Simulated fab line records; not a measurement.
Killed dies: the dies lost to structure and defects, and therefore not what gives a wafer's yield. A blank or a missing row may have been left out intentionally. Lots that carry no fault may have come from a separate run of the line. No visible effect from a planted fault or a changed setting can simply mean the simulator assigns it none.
Struck lot and sound lot, side by side / flow sky130 / 16 steps out of a route of 708
Sound: the wafers L625.2, L625.5, L625.6. Wafers struck: L630.3, L630.5, L630.6. Last of all comes the cause.
At each step with rows: each side's tool, then ch and its chambers, then its first start. Under that, the readings that differ: sound wafers / struck wafers / difference of the means / sigmas: that difference in standard deviations of wafers without a fault.
alike: readings with means less than 2 such deviations apart, plus words and numbers identical on both sides. not compared: withheld readings, readings lacking a value on some wafer, bounds such as >300 that could conceal the same value, and numbers that have no deviation in the record and whose values overlap.
A row with sigmas, a row that says differs or no value, or rows on one side alone: a step with any of these is where the two part. Numbers that don't overlap but have no deviation are shown without sigmas and don't part them. A reading missing from all wafers of one side parts the sides only when that side holds two or more wafers.

first, 1 step without rows for these wafers: SKY_FIELD_ISO_CVD_03 (deposits Si3N4 from DCS/NH3, target thk 165 nm, time 2830 s).
SKY_FIELD_ISO_THK_MEAS_04:
  struck on film_metro-03, day 4 17:26; sound on film_metro-01, day 3 11:23
reading=FIELD_ISO_CVD_03_THK (nm); sound=160.2 160.3 161.3; struck=164.8 164.4 165.5; difference=+4.3; sigmas=+2
then, 8 steps without rows for these wafers: SKY_FIELD_ISO_DEHYDRATE_05 (time 60 s); SKY_FIELD_ISO_HMDS_06 (prime time 61.96 s); SKY_FIELD_ISO_COAT_07 (resist thk 60 nm); SKY_FIELD_ISO_COAT_08 (resist thk 450 nm); SKY_FIELD_ISO_SOFTBAKE_09 (time 90 s); SKY_FIELD_ISO_EXPOSE_10 (exposes mask FOM, target cd 150 nm); SKY_FIELD_ISO_PEB_11; SKY_FIELD_ISO_DEVELOP_12 (develop time 60 s).
SKY_FIELD_ISO_CD_MEAS_13: target cd 150 nm.
  struck on cd_sem-01, day 5 09:43; sound on cd_sem-02, day 4 03:44
  alike: cd_nm
SKY_FIELD_ISO_ETCH_14: etches BARC in N2/H2, stops on SiO2, time 45.9 s, target depth 60 nm.
  sound on rie_diel-02 ch 1,2, day 4 03:50; struck on rie_diel-02 ch 0,3, day 5 09:47
  alike: drypump_motor_current_A, oes_product_au, rf_fwd_power_W, throttle_valve_pct
  not compared: rf_hours_counter_h
SKY_FIELD_ISO_ETCH_15: etches the open film in CHF3/O2, stops on Si, target depth 180 nm, time 72 s.
  sound on rie_diel-02 ch 1,2, day 4 03:53; struck on rie_diel-02 ch 0,3, day 5 09:50
reading=oes_product_au (a.u.); sound=0.925 0.937 0.932; struck=0.879 0.879 0.891; difference=-0.048; sigmas=-6
reading=model.KrF-thick_of_FIELD_ISO_COAT_08.thk_nm (nm); sound=238.7 234.5 238.5; struck=266.2 265.8 261.9; difference=+27.4; sigmas=
reading=model.etch.depth_nm (nm); sound=160.3 160.3 161.5; struck=144 144 148; difference=-15; sigmas=
  alike: drypump_motor_current_A, rf_fwd_power_W, throttle_valve_pct
  not compared: rf_hours_counter_h
SKY_FIELD_ISO_STRIP_16: strips in O2/N2.
  sound on plasma_asher-02 ch 0,1, day 4 03:56; struck on plasma_asher-02 ch 0,1, day 5 09:55
reading=strip_time_to_endpoint_s (s); sound=3.58 3.51 3.57; struck=3.86 3.85 3.81; difference=+0.29; sigmas=+6
  alike: drypump_motor_current_A, oes_product_au
  not compared: rf_hours_counter_h
SKY_FIELD_ISO_ETCH_17: etches Si in HBr/Cl2/O2, target depth 342 nm, time 97.7 s.
  sound on rie_si-01 ch 0,1,2, day 4 04:02; struck on rie_si-02 ch 0,1, day 5 09:59
  alike: drypump_motor_current_A, oes_product_au, rf_fwd_power_W, throttle_valve_pct
  not compared: rf_hours_counter_h
-- record jumps: 44 days separate the struck wafers' starts on either side; left off in module FIELD_ISO, taken up again in module PAD_OPEN, whose first shown step is the route's number 708 --
SKY_PAD_OPEN_PROBE_99:
  struck on prober-01, day 49 06:35; sound on prober-02, day 48 08:21
reading=killed_at_front_end; sound=21 15 13; struck=418 431 405; difference=+402; sigmas=+91
reading=killed_dies; sound=91 88 90; struck=492 491 480; difference=+398; sigmas=+43
reading=killed_on_rim; sound=19 16 25; struck=96 95 96; difference=+76; sigmas=+18
  alike: killed_at_M0_to_M3, killed_at_M4_up, killed_at_contacts, killed_at_other, killed_open, killed_short

## WHERE THEY PART
Last at SKY_PAD_OPEN_PROBE_99 as far as this record goes, first at SKY_FIELD_ISO_THK_MEAS_04.

WHY: what had been put in by the simulator
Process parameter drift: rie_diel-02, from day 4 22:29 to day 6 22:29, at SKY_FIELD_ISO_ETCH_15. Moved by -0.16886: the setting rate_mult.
